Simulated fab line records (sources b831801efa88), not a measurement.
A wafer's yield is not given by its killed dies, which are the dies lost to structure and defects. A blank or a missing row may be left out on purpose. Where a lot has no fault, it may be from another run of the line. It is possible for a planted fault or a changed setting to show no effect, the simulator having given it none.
A single fault, viewed from 2 desks ; flow gf180mcu ; only its own numbers are on each desk; what lay behind them is given at the end

== FROM THE METROLOGY DESK ==
Means of the sampled wafers that have a number, per lot and without regard to the tool the lot ran on: this is what the gauges read. Marked OUT: a lot whose mean sits more than 4 standard deviations from the usual mean, which makes it out of limits; the brackets give that distance.
Columns: A = M2_ALCU_RS at GF_M2_RS_MEAS_05, usual 0.0694 ohm/sq
lot;first seen here;A
L905;day 18 14:22;0.0689
L906;day 19 02:41;0.0696
L907;day 19 07:43;0.0703
L908;day 19 16:17;0.0681
L909;day 20 02:44;0.0688
L916;day 22 20:56;0.0713
L917;day 23 01:07;0.0694
L918;day 23 10:59;0.0690
L919;day 23 16:03;0.0687
L921;day 24 09:08;0.0689
L922;day 24 16:41;0.0691
L924;day 25 08:27;0.0689
This desk's finding: nothing out of limits on any of the 12 lots.

== FOR THE TOOL OWNER'S DESK: rieMetal-01 ==
The tool's own readings at GF_M3_METAL_ETCH_16 (etches the open film in Cl2/BCl3, stops on SiO2, target depth 750.8 nm, time 125.1 s): means of the sampled wafers that have a number, for each lot that ran on this tool. Marked OUT: a lot whose mean sits more than 4 standard deviations from the usual mean, which makes it out of limits; the brackets give that distance.
Columns: A = drypumpMotorCurrentA at GF_M3_METAL_ETCH_16, usual 5.8 A; B = mfcCl2Sccm at GF_M3_METAL_ETCH_16, usual 80.02 sccm; C = oesProductAu at GF_M3_METAL_ETCH_16, usual 0.988 a.u.; D = rfFwdPowerW at GF_M3_METAL_ETCH_16, usual 796.6 W; E = throttleValvePct at GF_M3_METAL_ETCH_16, usual 28.232 %
lot;first seen here;A;B;C;D;E
L905;day 21 17:49;5.7;80.11;0.991;794.6;28.230
L907;day 22 11:40;6.5;79.96;0.996;797.3;28.227
L916;day 25 18:44;5.3;80.18;0.997;925.8 (+50) OUT;28.218
L917;day 25 22:32;5.7;80.04;0.999;924.5 (+49) OUT;28.222
This desk's verdict: out of limits on L916, L917, starting with L916 at day 25 18:44 (rfFwdPowerW at GF_M3_METAL_ETCH_16). In limits: L905, L907.

== BROUGHT TOGETHER ==
At day 25 18:44, on L916, L917, the tool owner's desk was in a position to raise an alarm.
Metrology desk: nothing out of limits seen.
The metrology desk has L916, L917 on record, within its limits.
All the named lots went through GF_M3_METAL_ETCH_16 on rieMetal-01.

== WHAT WAS PUT IN BY THE SIMULATOR ==
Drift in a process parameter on rieMetal-01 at GF_M3_METAL_ETCH_16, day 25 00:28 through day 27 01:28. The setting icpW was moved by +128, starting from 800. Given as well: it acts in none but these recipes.
Struck lots among those shown: L916, L917.
Each desk's first reading out of limits, in hours after the fault started: the tool owner's desk, 18.
